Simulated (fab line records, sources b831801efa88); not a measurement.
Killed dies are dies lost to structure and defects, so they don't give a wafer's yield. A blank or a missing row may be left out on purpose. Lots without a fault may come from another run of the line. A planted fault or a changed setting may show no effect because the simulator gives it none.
fab line records | flow sky130
record lots=6 wafers=18 last_day=50
route steps=708 shown GATE_OXIDE@191 POLY_GATE@204 RES_PROTECT@206 PAD_OPEN@708
lots that met no fault: from a run of the same line without faults
start_h: hours from the record's first day to the start of the lot's first wafer shown | wait_h: hours since the lot's step before | " the same as in the row above | L1.1+2: a row that stands for several wafers | - no value, or no start given | * or withheld: withheld | < > ~ a bound
route shown NAME@n: a module of which the file shows steps, and the number in the route of the first | usual: mean/standard deviation of fault-free wafers | same: alike in all rows | chamber/n: place in a boat | sites: the reading at each site | _std_site: their standard deviation | _edge_site: outer sites' mean less inner sites' | radius_mm: how far each site lies from the wafer's centre | mask NAME#n: copy n | behind: the tool/chamber that last shaped the wafer | hold: why the lot was held/for how many hours/how that ended | device: the transistor (n, p or np) that didn't switch | end of line: the same wafers' tests at the end of the route | a step without rows: its recipe alone | killed: dies lost to structure and defects at the first sort, not the wafer's yield | map: a wafer's dies, x killed, . not, _ none there
set.NAME: the setting as run; set.NAME@STEP: as run at that earlier step | model.NAME: the simulator's own value behind a step, which no gauge read
lots at some steps of the route; a table a step, a row a wafer
services: from which hour (start_h, from the record's first day; less than 0 if before it) a tool's chamber was out of use, for how many hours, and why
## steps
# step SKY_GATE_OXIDE_HMDS_04
# recipe prime_time_s=60 prime_temp_c=120
# step SKY_GATE_OXIDE_COAT_05
# recipe resist=NOVOLAK spin_rpm=3000 resist_thk_nm=1140
# step SKY_GATE_OXIDE_SOFTBAKE_06
# recipe temp_c=90 time_s=60 resist=NOVOLAK
# step SKY_GATE_OXIDE_EXPOSE_07
# recipe mask_id=LVOM na=0.6 source_shape=conventional sigma_outer=0.6 polarization=unpolarized target_cd_nm=600 dose_mj=170
# step SKY_GATE_OXIDE_PEB_08
# recipe temp_c=withheld time_s=* resist=NOVOLAK
# step SKY_GATE_OXIDE_DEVELOP_09
# recipe resist=NOVOLAK developer=TMAH develop_time_s=60 dev_temp_c=23
# step SKY_GATE_OXIDE_OVL_MEAS_10
# usual GATE_OXIDE_OVL=-0.5/1.3
# columns lot.wafer tool chamber start_h wait_h GATE_OXIDE_OVL[nm]
L231.3 overlay-02 - 299.59 0.1 -1.5
L231.4 " - " " -1.6
L231.6 " - " " -2.5
L233.1 overlay-01 - 320.19 0.1 0.0
L233.3 " - " " -0.7
L233.5 " - " " -2.2
L236.1 overlay-01 - 336.79 0.1 1.2
L236.3 " - " " 0.7
L236.6 " - " " -0.2
L245.2 overlay-01 - 423.69 0.1 -2.4
L245.3 " - " " -1.0
L245.5 " - " " -1.0
L246.1 overlay-02 - 427.52 0.1 -1.2
L246.3 " - " " -0.4
L246.5 " - " " -1.3
L252.3 overlay-01 - 491.88 0.1 0.4
L252.5 " - " " 0.2
L252.6 " - " " 2.1
# step SKY_GATE_OXIDE_IMPLANT_11
# recipe species=B energy_kev=10 dose_cm2=2.6e+12 tilt_deg=withheld
# step SKY_GATE_OXIDE_WET_ETCH_12
# recipe chemistry=dHF target_depth_nm=16.8 dry=n2_spin target=SiO2 dilution=100:1 temp_c=25 time_s=336
# step SKY_GATE_OXIDE_STRIP_13
# recipe chemistry=O2/N2 power_w=1400 pressure_mtorr=1500 platen_temp_c=withheld o2_flow_sccm=3000 n2_flow_sccm=300 overash_fraction=0.5
# usual drypump_motor_current_A=5.68/0.18 oes_product_au=0.716/0.0043 strip_time_to_endpoint_s=14.18/0.048
# columns lot.wafer tool chamber start_h wait_h drypump_motor_current_A oes_product_au rf_hours_counter_h strip_time_to_endpoint_s
L231.3 plasma_asher-02 0 299.90 0.0 5.65 0.715 - 14.28
L231.4 " 1 " " 5.60 0.712 - 14.23
L231.6 " 0 " " 5.64 0.719 - 14.28
L233.1 plasma_asher-01 1 320.50 0.0 5.44 0.716 62 14.14
L233.3 " 0 " " 5.96 0.720 - 14.17
L233.5 " 1 " " 5.47 0.718 - 14.15
L236.1 plasma_asher-01 1 337.08 0.0 5.45 0.719 64 14.16
L236.3 " 0 " " 5.95 0.712 - 14.19
L236.6 " 0 " " 5.93 0.708 - 14.19
L245.2 plasma_asher-02 1 423.97 0.0 5.60 0.721 30 14.19
L245.3 " 0 " " 5.66 0.715 - 14.24
L245.5 " 1 " " 5.59 0.709 - 14.23
L246.1 plasma_asher-01 0 427.80 0.0 5.94 0.711 72 14.21
L246.3 " 0 " " 5.96 0.711 - 14.21
L246.5 " 0 " " 5.94 0.715 - 14.14
L252.3 plasma_asher-01 1 492.20 0.0 5.44 0.711 - 14.17
L252.5 " 0 " " 5.93 0.717 - 14.11
L252.6 " 1 " " 5.44 0.716 - 14.13
# step SKY_GATE_OXIDE_TW_MEAS_14
# usual GATE_OXIDE_TW=224/4.2
# columns lot.wafer tool chamber start_h wait_h GATE_OXIDE_TW
L231.3 film_metro-01 - 299.99 0.1 222
L231.4 " - " " 222
L231.6 " - " " 222
L233.1 film_metro-02 - 320.60 0.1 221
L233.3 " - " " 221
L233.5 " - " " 220
L236.1 film_metro-02 - 337.18 0.1 221
L236.3 " - " " 220
L236.6 " - " " 220
L245.2 film_metro-01 - 424.08 0.1 219
L245.3 " - " " 219
L245.5 " - " " 219
L246.1 film_metro-01 - 427.90 0.1 220
L246.3 " - " " 219
L246.5 " - " " 219
L252.3 film_metro-02 - 492.28 0.1 223
L252.5 " - " " 224
L252.6 " - " " 223
# step SKY_GATE_OXIDE_CLEAN_15
# recipe chemistry=SC1/SC2 mix=1:4:20 temp_c=70 time_s=150 dry=n2_spin
# step SKY_GATE_OXIDE_OXIDATION_16
# recipe temp_c=800 ambient=O2 idle_temp_c=700 ramp_up_c_per_min=10 ramp_down_c_per_min=3 stabilise_s=600 purge_s=300 target_thk_a=35.7 ox_time_s=1915
# usual spike_tc_top_C=810.4/2.6 zone_power_upper_pct=12.3/0.77
# columns lot.wafer tool chamber start_h wait_h spike_tc_top_C zone_power_upper_pct
L231.3 furnace-02 0 300.08 0.0 808.0 12.9
L231.4 " 0 " " 807.4 13.1
L231.6 " 0 " " 807.7 12.8
L233.1 furnace-01 0 322.81 2.1 813.5 11.3
L233.3 " 0 " " 813.8 11.6
L233.5 " 0 " " 813.5 11.6
L236.1 furnace-02 0 338.39 1.1 808.2 12.8
L236.3 " 0 " " 808.6 13.1
L236.6 " 0 " " 808.6 13.0
L245.2 furnace-02 0 425.36 1.2 809.5 13.1
L245.3 " 0 " " 808.1 12.9
L245.5 " 0 " " 808.3 13.0
L246.1 furnace-02 0 428.40 0.4 806.0 13.1
L246.3 " 0 " " 808.5 13.1
L246.5 " 0 " " 808.5 13.0
L252.3 furnace-01 0 492.65 0.3 815.0 11.6
L252.5 " 0 " " 812.7 11.6
L252.6 " 0 " " 814.3 11.6
# step SKY_POLY_GATE_CVD_00
# recipe material=poly-Si target_thk_nm=180 temp_c=620 time_s=720 pressure_mtorr=200
# step SKY_POLY_GATE_THK_MEAS_01
# recipe reads=poly-Si_of_POLY_GATE_CVD_00
# usual POLY_GATE_CVD_00_THK=180.4/1.8
# columns lot.wafer tool chamber start_h wait_h POLY_GATE_CVD_00_THK[nm]
L231.3 film_metro-03 - 302.83 0.0 179.6
L231.4 " - " " 179.8
L231.6 " - " " 178.8
L233.1 film_metro-03 - 325.54 0.0 180.7
L233.3 " - " " 180.7
L233.5 " - " " 180.6
L236.1 film_metro-01 - 341.12 0.0 181.4
L236.3 " - " " 181.5
L236.6 " - " " 181.1
L245.2 film_metro-03 - 428.10 0.0 181.7
L245.3 " - " " 180.3
L245.5 " - " " 182.5
L246.1 film_metro-03 - 431.13 0.0 180.3
L246.3 " - " " 181.0
L246.5 " - " " 180.4
L252.3 film_metro-01 - 495.67 0.0 178.3
L252.5 " - " " 180.0
L252.6 " - " " 179.1
# step SKY_RES_PROTECT_DEHYDRATE_00
# recipe temp_c=200 time_s=60
# step SKY_RES_PROTECT_HMDS_01
# recipe prime_time_s=60 prime_temp_c=120
# step SKY_RES_PROTECT_COAT_02
# recipe resist=NOVOLAK spin_rpm=3000 resist_thk_nm=1140
# step SKY_RES_PROTECT_SOFTBAKE_03
# recipe temp_c=90 time_s=60 resist=NOVOLAK
# step SKY_RES_PROTECT_EXPOSE_04
# recipe mask_id=RPM na=0.6 source_shape=conventional sigma_outer=0.6 polarization=unpolarized target_cd_nm=1270 dose_mj=131
# step SKY_RES_PROTECT_PEB_05
# recipe temp_c=withheld time_s=* resist=NOVOLAK
# step SKY_RES_PROTECT_DEVELOP_06
# recipe resist=NOVOLAK developer=TMAH develop_time_s=60 dev_temp_c=23
# step SKY_POLY_GATE_IMPLANT_02
# recipe species=P energy_kev=30 dose_cm2=7.7e+15 tilt_deg=0
# step SKY_RES_PROTECT_STRIP_07
# recipe chemistry=O2/N2 power_w=1400 pressure_mtorr=1500 platen_temp_c=withheld o2_flow_sccm=3000 n2_flow_sccm=300 overash_fraction=0.5
# step SKY_RES_PROTECT_TW_MEAS_08
# usual POLY_GATE_TW=4036/64
# columns lot.wafer tool chamber start_h wait_h POLY_GATE_TW
L231.3 film_metro-03 - 328.91 0.1 4084
L231.4 " - " " 4075
L231.6 " - " " 4094
L233.1 film_metro-01 - 352.47 0.1 3970
L233.3 " - " " 3972
L233.5 " - " " 3985
L236.1 film_metro-03 - 368.13 0.1 4047
L236.3 " - " " 4037
L236.6 " - " " 4034
L245.2 film_metro-01 - 459.70 0.1 3972
L245.3 " - " " 3971
L245.5 " - " " 3958
L246.1 film_metro-01 - 461.68 0.1 3951
L246.3 " - " " 3965
L246.5 " - " " 3951
L252.3 film_metro-01 - 525.94 0.1 3992
L252.5 " - " " 4019
L252.6 " - " " 3991
# step SKY_RES_PROTECT_CLEAN_09
# recipe chemistry=SC1/SC2 mix=1:4:20 temp_c=70 time_s=150 dry=n2_spin
# step SKY_POLY_GATE_CVD_03
# recipe material=Si3N4 precursor=DCS/NH3 target_thk_nm=75 temp_c=770 time_s=1290 pressure_mtorr=250
# step SKY_POLY_GATE_THK_MEAS_04
# recipe reads=Si3N4_of_POLY_GATE_CVD_03
# usual POLY_GATE_CVD_03_THK=75.4/0.58
# columns lot.wafer tool chamber start_h wait_h POLY_GATE_CVD_03_THK[nm]
L231.3 film_metro-01 - 330.68 0.0 75.4
L231.4 " - " " 75.1
L231.6 " - " " 75.8
L233.1 film_metro-01 - 356.33 0.0 75.9
L233.3 " - " " 75.9
L233.5 " - " " 76.4
L236.1 film_metro-03 - 370.66 0.0 75.6
L236.3 " - " " 76.0
L236.6 " - " " 75.7
L245.2 film_metro-03 - 461.17 0.0 75.6
L245.3 " - " " 75.1
L245.5 " - " " 75.9
L246.1 film_metro-01 - 463.21 0.0 76.4
L246.3 " - " " 75.6
L246.5 " - " " 75.7
L252.3 film_metro-01 - 528.20 0.0 76.2
L252.5 " - " " 75.8
L252.6 " - " " 76.2
# step SKY_POLY_GATE_DEHYDRATE_05
# recipe temp_c=200 time_s=60
# step SKY_POLY_GATE_HMDS_06
# recipe prime_time_s=60 prime_temp_c=120
# step SKY_POLY_GATE_COAT_07
# recipe resist=BARC temp_c=withheld time_s=withheld spin_rpm=3000 resist_thk_nm=110
# step SKY_POLY_GATE_COAT_08
# recipe resist=KrF-thick spin_rpm=3000 resist_thk_nm=450
# step SKY_POLY_GATE_SOFTBAKE_09
# recipe temp_c=100 time_s=90 resist=KrF-thick
# step SKY_POLY_GATE_EXPOSE_10
# recipe mask_id=P1M na=0.68 source_shape=conventional sigma_outer=0.6 target_cd_nm=150 dose_mj=28
# step SKY_POLY_GATE_PEB_11
# recipe peb_temp_c=withheld peb_time_s=withheld resist=KrF-thick
# step SKY_POLY_GATE_DEVELOP_12
# recipe develop_time_s=60 resist=KrF-thick dev_temp_c=21
# step SKY_POLY_GATE_CD_MEAS_13
# recipe target_cd_nm=150
# usual cd_nm=149.8/1.6
# columns lot.wafer tool chamber start_h wait_h cd_nm
L231.3 cd_sem-02 - 358.47 - 151.4
L231.4 " - " " 149.5
L231.6 " - " " 151.3
L233.1 cd_sem-01 - 383.78 - 149.3
L233.3 " - " " 149.5
L233.5 " - " " 148.2
L236.1 cd_sem-01 - 399.43 - 152.3
L236.3 " - " " 153.2
L236.6 " - " " 152.3
L245.2 cd_sem-02 - 491.95 - 147.8
L245.3 " - " " 148.1
L245.5 " - " " 148.4
L246.1 cd_sem-02 - 493.48 - 149.8
L246.3 " - " " 148.9
L246.5 " - " " 149.4
L252.3 cd_sem-01 - 558.43 - 149.9
L252.5 " - " " 149.9
L252.6 " - " " 150.1
# step SKY_POLY_GATE_OVL_MEAS_14
# usual POLY_GATE_OVL=4/5.6
# columns lot.wafer tool chamber start_h wait_h POLY_GATE_OVL[nm]
L231.3 overlay-02 - 358.57 0.1 8
L231.4 " - " " 8
L231.6 " - " " 7
L233.1 overlay-02 - 383.90 0.1 -4
L233.3 " - " " -4
L233.5 " - " " -6
L236.1 overlay-01 - 399.55 0.1 16
L236.3 " - " " 11
L236.6 " - " " 11
L245.2 overlay-01 - 492.05 0.1 5
L245.3 " - " " 11
L245.5 " - " " 8
L246.1 overlay-02 - 493.60 0.1 4
L246.3 " - " " 12
L246.5 " - " " 3
L252.3 overlay-01 - 558.52 0.1 11
L252.5 " - " " 4
L252.6 " - " " 9
# step SKY_POLY_GATE_ETCH_15
# recipe chemistry=N2/H2 target=BARC ion_energy_ev=200 source_w=500 bias_w=100 pressure_mtorr=30 n2_flow_sccm=100 h2_flow_sccm=200 stop_on=SiO2 time_s=118.5 target_depth_a=1100
# usual drypump_motor_current_A=5.7/0.52 oes_product_au=0.716/0.0047 throttle_valve_pct=13.213/0.0097
# columns lot.wafer tool chamber start_h wait_h drypump_motor_current_A oes_product_au rf_hours_counter_h throttle_valve_pct
L231.3 rie_diel-02 3 358.59 0.0 6.0 0.713 5 13.200
L231.4 " 0 " " 4.8 0.715 94 13.230
L231.6 " 3 " " 6.0 0.713 - 13.211
L233.1 rie_diel-02 1 383.94 0.0 5.9 0.720 13 13.224
L233.3 " 0 " " 4.9 0.715 94 13.219
L233.5 " 2 " " 5.8 0.722 - 13.224
L236.1 rie_diel-02 1 399.59 0.0 5.9 0.712 13 13.197
L236.3 " 2 " " 5.8 0.716 7 13.211
L236.6 " 2 " " 5.7 0.718 - 13.217
L245.2 rie_diel-04 3 492.08 0.0 6.0 0.718 36 13.235
L245.3 " 0 " " 5.5 0.722 6 13.217
L245.5 " 2 " " 5.0 0.714 - 13.212
L246.1 rie_diel-02 2 493.63 0.0 5.7 0.722 8 13.202
L246.3 " 3 " " 6.0 0.719 7 13.223
L246.5 " 3 " " 6.0 0.713 - 13.219
L252.3 rie_diel-02 0 558.55 0.0 4.9 0.708 1 13.212
L252.5 " 1 " " 5.9 0.712 - 13.230
L252.6 " 2 " " 5.8 0.719 - 13.206
# step SKY_POLY_GATE_ETCH_16
# recipe stop_on=poly-Si chemistry=CH3F/O2 target=Si3N4 source_w=400 bias_w=80 pressure_mtorr=25 ch3f_flow_sccm=40 O2_flow_sccm=30 time_s=147.5 target_depth_a=750
# usual drypump_motor_current_A=5.7/0.52 oes_product_au=0.643/0.0051 throttle_valve_pct=10.535/0.0087
# columns lot.wafer tool chamber start_h wait_h drypump_motor_current_A oes_product_au rf_hours_counter_h throttle_valve_pct
L231.3 rie_diel-02 3 358.67 0.0 6.0 0.643 5 10.520
L231.4 " 0 " " 4.8 0.639 94 10.548
L231.6 " 3 " " 6.0 0.642 - 10.550
L233.1 rie_diel-02 1 384.02 0.0 5.9 0.645 13 10.536
L233.3 " 0 " " 4.8 0.650 94 10.540
L233.5 " 2 " " 5.8 0.646 - 10.520
L236.1 rie_diel-02 1 399.67 0.0 5.9 0.650 13 10.546
L236.3 " 2 " " 5.8 0.636 7 10.536
L236.6 " 2 " " 5.8 0.646 - 10.532
L245.2 rie_diel-04 3 492.17 0.0 6.0 0.643 36 10.537
L245.3 " 0 " " 5.5 0.641 6 10.540
L245.5 " 2 " " 4.9 0.651 - 10.543
L246.1 rie_diel-02 2 493.72 0.0 5.7 0.644 8 10.536
L246.3 " 3 " " 6.0 0.642 7 10.541
L246.5 " 3 " " 6.0 0.639 - 10.524
L252.3 rie_diel-02 0 558.63 0.0 4.8 0.640 1 10.531
L252.5 " 1 " " 5.9 0.652 - 10.523
L252.6 " 2 " " 5.7 0.646 - 10.531
# step SKY_POLY_GATE_ETCH_17
# recipe target_depth_nm=180 stop_on=SiO2 over_etch_frac=0.56667 chemistry=HBr/Cl2 target=poly-Si icp_w=400 bias_w=100 pressure_mtorr=10 HBr_flow_sccm=150 Cl2_flow_sccm=50 time_s=70.5
# usual drypump_motor_current_A=5.7/0.47 oes_product_au=0.988/0.0075 throttle_valve_pct=33.685/0.0087
# columns lot.wafer tool chamber start_h wait_h drypump_motor_current_A oes_product_au rf_hours_counter_h throttle_valve_pct
L231.3 rie_si-01 3 358.77 0.0 5.0 0.980 5 33.695
L231.4 " 1 " " 5.3 0.977 30 33.680
L231.6 " 2 " " 5.8 0.966 - 33.689
L233.1 rie_si-02 1 384.12 0.0 5.6 0.978 41 33.673
L233.3 " 3 " " 5.2 0.990 3 33.694
L233.5 " 1 " " 5.6 0.983 - 33.677
L236.1 rie_si-01 0 399.77 0.0 6.3 0.997 8 33.685
L236.3 " 3 " " 5.0 0.991 5 33.680
L236.6 " 0 " " 6.3 0.989 - 33.687
L245.2 rie_si-02 0 492.27 0.0 6.3 1.000 35 33.691
L245.3 " 2 " " 5.6 0.987 2 33.671
L245.5 " 0 " " 6.4 0.999 - 33.687
L246.1 rie_si-01 1 493.82 0.0 5.3 0.991 31 33.680
L246.3 " 2 " " 5.8 0.987 3 33.677
L246.5 " 0 " " 6.3 0.990 - 33.677
L252.3 rie_si-02 2 558.73 0.0 5.5 0.987 2 33.690
L252.5 " 3 " " 5.2 0.990 - 33.672
L252.6 " 0 " " 6.3 0.987 - 33.678
# step SKY_POLY_GATE_STRIP_18
# recipe chemistry=O2/N2 power_w=1400 pressure_mtorr=1500 platen_temp_c=withheld o2_flow_sccm=3000 n2_flow_sccm=300 overash_fraction=0.5
# usual drypump_motor_current_A=5.52/0.29 oes_product_au=0.360/0.0047 strip_time_to_endpoint_s=3.16/0.037
# columns lot.wafer tool chamber start_h wait_h drypump_motor_current_A oes_product_au rf_hours_counter_h strip_time_to_endpoint_s
L231.3 plasma_asher-04 0 358.86 0.1 5.44 0.365 - 3.20
L231.4 " 1 " " 4.89 0.360 - 3.19
L231.6 " 1 " " 4.88 0.364 - 3.23
L233.1 plasma_asher-03 1 384.18 0.0 5.92 0.368 70 3.15
L233.3 " 1 " " 5.91 0.359 - 3.09
L233.5 " 0 " " 5.54 0.359 - 3.16
L236.1 plasma_asher-03 1 399.83 0.0 5.90 0.360 72 3.15
L236.3 " 0 " " 5.54 0.358 - 3.19
L236.6 " 0 " " 5.53 0.355 - 3.16
L245.2 plasma_asher-04 0 492.32 0.0 5.46 0.360 70 3.19
L245.3 " 1 " " 4.92 0.353 - 3.17
L245.5 " 0 " " 5.43 0.361 - 3.19
L246.1 plasma_asher-04 1 493.87 0.0 4.90 0.364 70 3.19
L246.3 " 1 " " 4.91 0.353 - 3.16
L246.5 " 0 " " 5.44 0.360 - 3.18
L252.3 plasma_asher-02 0 558.82 0.1 5.67 0.356 - 3.13
L252.5 " 1 " " 5.61 0.352 - 3.14
L252.6 " 0 " " 5.66 0.366 - 3.15
# step SKY_PAD_OPEN_PROBE_99
# usual killed_at_M0_to_M3=44/7.2 killed_at_M4_up=3.0/1.9 killed_at_contacts=25/4.8 killed_at_front_end=16/4.2 killed_at_other=0.2/0.44 killed_dies=88/9.3 killed_open=48/7.1 killed_short=40/6.5
# same gross_dies=492 killed_at_back_side=0
# columns lot.wafer tool chamber start_h wait_h killed_at_M0_to_M3 killed_at_M4_up killed_at_contacts killed_at_front_end killed_at_other killed_dies killed_open killed_short model.etest.cap_thick_oxide.gate_bv_v model.etest.cap_thin_oxide.gate_log10_a_cm2 model.etest.nfet_01v8_swapped.off_log10_a_um model.etest.nfet_01v8.off_log10_a_um model.etest.nfet_01v8_turned.off_log10_a_um model.etest.cap_thin_oxide.gate_bv_v model.etest.pfet_01v8_hvt.off_log10_a_um model.etest.sram_pfet_latch.off_log10_a_um
L231.3 prober-02 - 1064.20 0.2 41 0 21 14 0 76 46 30 15.43 -7.131 -13.59 -13.39 -13.37 6.868 -13.15 -12.53
L231.4 prober-02 - 1064.25 0.2 44 3 20 17 0 84 49 35 15.75 -7.345 -13.33 -13.32 -13.39 6.854 -12.81 -12.7
L231.6 prober-02 - 1064.35 0.2 48 1 18 17 1 85 41 44 15.61 -7.206 -13.32 -13.37 -13.54 6.973 -13.1 -12.96
L233.1 prober-02 - 1083.50 0.1 50 2 24 13 0 89 46 43 15.86 -7.254 -13.4 -13.4 -13.4 6.992 -13.05 -12.88
L233.3 prober-02 - 1083.60 0.2 48 3 21 16 0 88 52 36 16.08 -7.317 -13.32 -13.16 -13.33 7.07 -13.03 -12.95
L233.5 prober-02 - 1083.70 0.2 48 5 20 12 0 85 43 42 15.66 -7.33 -13.39 -13.25 -13.54 6.983 -12.72 -12.12
L236.1 prober-02 - 1098.41 0.1 40 5 20 16 0 81 39 42 15.89 -6.562 -13.38 -13.29 -13.39 6.733 -13.33 -12.82
L236.3 prober-02 - 1098.51 0.2 45 6 27 11 0 89 47 42 16.14 -6.474 -13.24 -13.42 -13.41 6.906 -13.13 -12.79
L236.6 prober-02 - 1098.66 0.2 56 1 15 19 0 91 53 38 16.11 -6.439 -13.38 -13.29 -13.38 6.753 -13.19 -13.06
L245.2 prober-02 - 1153.54 0.1 49 1 30 18 2 100 51 49 7.283 0.929 -9.941 -9.651 -10.14 3.697 -9.766 -9.703
L245.3 prober-02 - 1153.59 0.2 31 3 25 21 1 81 44 37 7.383 0.9237 -9.833 -10.14 -10.1 3.637 -9.952 -9.984
L245.5 prober-02 - 1153.69 0.2 45 3 27 20 0 95 61 34 7.257 0.9998 -10.14 -9.813 -10.19 3.78 -9.896 -9.641
L246.1 prober-01 - 1154.10 0.1 36 1 29 14 0 80 37 43 7.35 1.095 -9.47 -9.598 -9.705 3.627 -9.938 -9.633
L246.3 prober-01 - 1154.20 0.2 44 5 26 21 0 96 40 56 7.505 1.181 -9.247 -9.753 -9.477 3.622 -9.79 -9.707
L246.5 prober-01 - 1154.30 0.2 38 2 36 10 0 86 48 38 7.509 1.222 -9.447 -9.481 -9.709 3.656 -9.713 -9.617
L252.3 prober-02 - 1191.85 0.2 43 4 27 14 0 88 43 45 16.11 -7.092 -13.33 -13.33 -13.42 6.806 -13.02 -12.63
L252.5 prober-02 - 1191.95 0.2 38 1 22 11 0 72 42 30 15.98 -7.463 -13.33 -13.43 -13.45 7.077 -12.88 -12.3
L252.6 prober-02 - 1192.00 0.2 35 3 30 20 1 89 53 36 15.52 -7.207 -13.33 -13.33 -13.37 6.881 -12.7 -12.35
# killed by level:class
L231.3 VIA1:geometric_particle:open=13 LI_CONTACT:geometric_particle:open=7 CONTACT:geometric_particle:open=6 METAL1:geometric_particle:short=5 VIA2:geometric_particle:open=5 VIA3:geometric_particle:open=5 POLY_GATE:geometric_particle:short=4 LI_CONTACT:geometric_particle:short=4
L231.4 VIA1:geometric_particle:open=14 CONTACT:geometric_particle:open=7 CONTACT:geometric_particle:short=6 METAL2:geometric_particle:short=6 VIA2:geometric_particle:open=6 POLY_GATE:geometric_particle:open=5 LI_CONTACT:geometric_particle:open=5 METAL1:geometric_particle:short=5
L231.6 VIA1:geometric_particle:open=11 METAL1:geometric_particle:short=9 METAL2:geometric_particle:short=8 LI_CONTACT:geometric_particle:open=6 FIELD_ISO:geometric_particle:short=5 POLY_GATE:geometric_particle:open=5 VIA3:geometric_particle:open=5 VIA3:geometric_particle:short=4
L233.1 VIA1:geometric_particle:open=13 LI_CONTACT:geometric_particle:open=9 METAL2:geometric_particle:short=8 CONTACT:geometric_particle:open=5 VIA1:geometric_particle:short=5 METAL1:geometric_particle:short=5 VIA3:geometric_particle:open=5 LOCAL_INTERCONNECT:geometric_particle:short=4
L233.3 VIA1:geometric_particle:open=10 VIA3:geometric_particle:open=7 VIA1:geometric_particle:short=7 VIA2:geometric_particle:open=7 FIELD_ISO:geometric_particle:open=6 CONTACT:geometric_particle:open=6 LI_CONTACT:geometric_particle:open=4 CONTACT:geometric_particle:short=4
L233.5 VIA1:geometric_particle:open=12 CONTACT:geometric_particle:open=8 METAL1:geometric_particle:short=7 VIA3:geometric_particle:open=7 VIA1:geometric_particle:short=6 METAL2:geometric_particle:short=6 FIELD_ISO:geometric_particle:short=5 LI_CONTACT:geometric_particle:open=5
L236.1 VIA1:geometric_particle:open=11 LOCAL_INTERCONNECT:geometric_particle:short=6 METAL2:geometric_particle:short=5 POLY_GATE:geometric_particle:short=5 METAL1:geometric_particle:short=5 VIA2:geometric_particle:open=5 VIA3:geometric_particle:open=5 FIELD_ISO:geometric_particle:short=4
L236.3 VIA1:geometric_particle:open=13 CONTACT:geometric_particle:open=9 VIA2:geometric_particle:open=8 FIELD_ISO:geometric_particle:short=6 LI_CONTACT:geometric_particle:open=5 LOCAL_INTERCONNECT:geometric_particle:short=5 METAL2:geometric_particle:short=5 METAL4:geometric_particle:short=5
L236.6 VIA1:geometric_particle:open=20 VIA2:geometric_particle:open=8 VIA3:geometric_particle:open=7 METAL2:geometric_particle:short=6 POLY_GATE:geometric_particle:short=5 CONTACT:geometric_particle:open=5 FIELD_ISO:geometric_particle:short=4 LI_CONTACT:geometric_particle:open=4
L245.2 VIA1:geometric_particle:open=12 CONTACT:geometric_particle:open=12 POLY_GATE:geometric_particle:short=7 METAL2:geometric_particle:short=7 VIA1:geometric_particle:short=7 VIA2:geometric_particle:open=7 LOCAL_INTERCONNECT:geometric_particle:short=6 VIA3:geometric_particle:open=6
L245.3 CONTACT:geometric_particle:open=10 METAL2:geometric_particle:short=9 VIA1:geometric_particle:open=9 FIELD_ISO:geometric_particle:open=8 LI_CONTACT:geometric_particle:open=5 FIELD_ISO:geometric_particle:short=4 LOCAL_INTERCONNECT:geometric_particle:short=4 POLY_GATE:geometric_particle:short=3
L245.5 LI_CONTACT:geometric_particle:open=12 VIA2:geometric_particle:open=11 VIA1:geometric_particle:open=10 POLY_GATE:geometric_particle:open=7 METAL1:geometric_particle:short=5 VIA1:geometric_particle:short=5 FIELD_ISO:geometric_particle:short=4 METAL2:geometric_particle:short=4
L246.1 LI_CONTACT:geometric_particle:short=7 LI_CONTACT:geometric_particle:open=7 CONTACT:geometric_particle:open=6 VIA1:geometric_particle:short=6 FIELD_ISO:geometric_particle:short=5 CONTACT:geometric_particle:short=5 VIA2:geometric_particle:open=5 VIA3:geometric_particle:open=5
L246.3 FIELD_ISO:geometric_particle:short=9 VIA1:geometric_particle:short=8 CONTACT:geometric_particle:open=7 METAL1:geometric_particle:short=7 VIA1:geometric_particle:open=7 LI_CONTACT:geometric_particle:open=6 LOCAL_INTERCONNECT:geometric_particle:short=6 VIA3:geometric_particle:open=6
L246.5 LOCAL_INTERCONNECT:geometric_particle:short=11 VIA1:geometric_particle:open=10 LI_CONTACT:geometric_particle:open=9 CONTACT:geometric_particle:open=8 METAL1:geometric_particle:short=7 POLY_GATE:geometric_particle:open=6 CONTACT:geometric_particle:short=6 VIA3:geometric_particle:open=6
L252.3 CONTACT:geometric_particle:open=9 METAL1:geometric_particle:short=9 CONTACT:geometric_particle:short=8 VIA1:geometric_particle:open=7 VIA2:geometric_particle:open=7 METAL2:geometric_particle:short=6 FIELD_ISO:geometric_particle:short=5 VIA1:geometric_particle:short=5
L252.5 VIA1:geometric_particle:open=9 CONTACT:geometric_particle:open=7 VIA2:geometric_particle:open=6 LI_CONTACT:geometric_particle:open=4 LI_CONTACT:geometric_particle:short=4 VIA3:geometric_particle:open=4 CONTACT:geometric_particle:short=4 METAL1:geometric_particle:short=4
L252.6 CONTACT:geometric_particle:open=11 VIA3:geometric_particle:open=9 FIELD_ISO:geometric_particle:open=6 VIA2:geometric_particle:open=6 LI_CONTACT:geometric_particle:open=6 CONTACT:geometric_particle:short=6 VIA1:geometric_particle:open=6 FIELD_ISO:geometric_particle:short=5
## services
# columns tool chamber start_h hours kind
furnace-01 - 283.35 1.2 repair
plasma_asher-01 - 298.93 6.8 repair
rie_si-02 2 307.61 1.1 repair
plasma_asher-03 - 313.40 1.9 repair
rie_si-02 2 317.37 2.9 repair
plasma_asher-01 - 357.99 0.5 repair
plasma_asher-02 - 376.84 2.1 repair
rie_diel-02 0 405.02 3.5 repair
rie_diel-02 2 414.64 3.4 repair
plasma_asher-01 - 415.83 0.4 repair
plasma_asher-03 - 421.25 9.0 pm
rie_diel-02 - 423.66 14.6 pm
plasma_asher-03 - 427.01 0.8 repair
rie_si-01 1 430.76 2.2 repair
plasma_asher-01 - 431.53 0.6 repair
furnace-02 - 460.98 2.9 pm
furnace-02 - 488.37 3.1 pm
rie_si-02 - 503.82 2.8 pm
rie_diel-02 0 511.01 5.3 repair
rie_diel-02 - 515.39 0.9 repair
plasma_asher-04 - 534.79 4.5 repair
rie_diel-02 3 546.28 8.9 repair
rie_si-01 2 550.51 8.5 repair
rie_si-02 1 554.91 4.1 repair
## key
first_sign none at tools or gauges
model_effect step=SKY_PAD_OPEN_PROBE_99 value=etest.cap_thick_oxide.gate_bv_v without=15.85 struck=7.381
met_at SKY_GATE_OXIDE_OXIDATION_16
struck_wafers L245.2,L245.3,L245.5,L246.1,L246.3,L246.5
tester_left_out L245,L246
onset_between 338.39 425.36
also_fits SKY_POLY_GATE_STRIP_18:plasma_asher-04
fault kind=metallic_contamination_source tool=furnace-02 chamber=- onset_h=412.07 steps=SKY_GATE_OXIDE_OXIDATION_16 rate_cm2_per_visit=5.8816e+12 species=metal_fe_cm2
# tester_left_out: of these lots the tester's yield and bins aren't shown, on N5 and GAA mostly nor the transistor test; their killed dies are dies lost to structure and defects alone, not to doping, threshold or leakage, so they don't give the yield
